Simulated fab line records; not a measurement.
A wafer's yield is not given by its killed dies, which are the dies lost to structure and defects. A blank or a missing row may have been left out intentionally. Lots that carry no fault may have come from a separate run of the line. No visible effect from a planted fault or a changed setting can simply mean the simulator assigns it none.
Chamber matching :: flow sky130 :: cmp-01 running SKY_LI_CONTACT_CMP_02: 4 sister chambers
The step polishes PSG. 15 wafers are shown with their chamber, then 7 later ones without.

WAFERS WITH THEIR CHAMBER
wafer: L668.2
chamber: 3
motorCurrentA (A): 12.1
timeToEndpointS (s): 30.7
edgeZonePressureFrac: 1.005

wafer: L668.4
chamber: 2
motorCurrentA (A): 10.2
timeToEndpointS (s): 35.2
edgeZonePressureFrac: 1.006

wafer: L668.5
chamber: 3
motorCurrentA (A): 11.3
timeToEndpointS (s): 25.2
edgeZonePressureFrac: 0.996

wafer: L669.2
chamber: 0
motorCurrentA (A): 13.7
timeToEndpointS (s): 34.6
edgeZonePressureFrac: 0.996

wafer: L669.3
chamber: 3
motorCurrentA (A): 10.9
timeToEndpointS (s): 31.6
edgeZonePressureFrac: 1.005

wafer: L669.5
chamber: 1
motorCurrentA (A): 11.9
timeToEndpointS (s): 31.6
edgeZonePressureFrac: 1.001

wafer: L670.2
chamber: 2
motorCurrentA (A): 9.9
timeToEndpointS (s): 37.0
edgeZonePressureFrac: 1.010

wafer: L670.3
chamber: 1
motorCurrentA (A): 12.1
timeToEndpointS (s): 32.9
edgeZonePressureFrac: 1.005

wafer: L670.5
chamber: 0
motorCurrentA (A): 13.3
timeToEndpointS (s): 32.2
edgeZonePressureFrac: 1.007

wafer: L672.1
chamber: 0
motorCurrentA (A): 12.8
timeToEndpointS (s): 36.0
edgeZonePressureFrac: 0.993

wafer: L672.4
chamber: 1
motorCurrentA (A): 11.7
timeToEndpointS (s): 32.1
edgeZonePressureFrac: 0.990

wafer: L672.5
chamber: 3
motorCurrentA (A): 11.1
timeToEndpointS (s): 29.0
edgeZonePressureFrac: 1.003

wafer: L676.1
chamber: 0
motorCurrentA (A): 12.7
timeToEndpointS (s): 35.5
edgeZonePressureFrac: 0.999

wafer: L676.4
chamber: 1
motorCurrentA (A): 12.0
timeToEndpointS (s): 31.0
edgeZonePressureFrac: 0.997

wafer: L676.5
chamber: 2
motorCurrentA (A): 10.2
timeToEndpointS (s): 34.5
edgeZonePressureFrac: 1.004

SIGNATURES (averages over the wafers above)
reading: motorCurrentA
chamber 0: 13.125
chamber 1: 11.925
chamber 2: 10.100
chamber 3: 11.350
scatter within a chamber: 0.384

reading: timeToEndpointS
chamber 0: 34.575
chamber 1: 31.900
chamber 2: 35.567
chamber 3: 29.125
scatter within a chamber: 1.85

reading: edgeZonePressureFrac
chamber 0: 0.99875
chamber 1: 0.99825
chamber 2: 1.00667
chamber 3: 1.00225
scatter within a chamber: 0.00526
Rule: a wafer lies at a distance from a chamber equal to the root of the sum of squares, over the readings, of (its reading less the chamber's mean, divided by the reading's scatter). The wafer belongs to the nearest chamber; if the next one is less than 2 further off, it can't be placed. How the scatter is found: for the shown wafers, subtract from each reading the mean of its chamber, square and add these, divide the total by (wafers less chambers), then take the root.

WAFERS WITH NO CHAMBER GIVEN
wafer: L686.6
motorCurrentA (A): 11.6
timeToEndpointS (s): 26.9
edgeZonePressureFrac: 0.998

wafer: L688.1
motorCurrentA (A): 11.5
timeToEndpointS (s): 31.8
edgeZonePressureFrac: 0.998

wafer: L688.3
motorCurrentA (A): 10.4
timeToEndpointS (s): 33.3
edgeZonePressureFrac: 1.004

wafer: L688.4
motorCurrentA (A): 11.9
timeToEndpointS (s): 29.4
edgeZonePressureFrac: 1.004

wafer: L689.2
motorCurrentA (A): 12.3
timeToEndpointS (s): 32.5
edgeZonePressureFrac: 0.998

wafer: L689.3
motorCurrentA (A): 11.3
timeToEndpointS (s): 33.3
edgeZonePressureFrac: 0.997

wafer: L689.4
motorCurrentA (A): 10.0
timeToEndpointS (s): 36.4
edgeZonePressureFrac: 0.997

EACH ONE'S CHAMBER
wafer: L686.6
from the rows above: can't be placed: 3 or 1
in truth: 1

wafer: L688.1
from the rows above: can't be placed: 1 or 3
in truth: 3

wafer: L688.3
from the rows above: can't be placed: 2 or 3
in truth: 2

wafer: L688.4
from the rows above: can't be placed: 3 or 1
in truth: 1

wafer: L689.2
from the rows above: can't be placed: 1 or 0
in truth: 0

wafer: L689.3
from the rows above: can't be placed: 1 or 3
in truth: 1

wafer: L689.4
from the rows above: 2
in truth: 2
Placed correctly: 1 of 7. Not placeable from these rows: 6 (in 6, the candidates include the true chamber). Placed wrongly: 0.
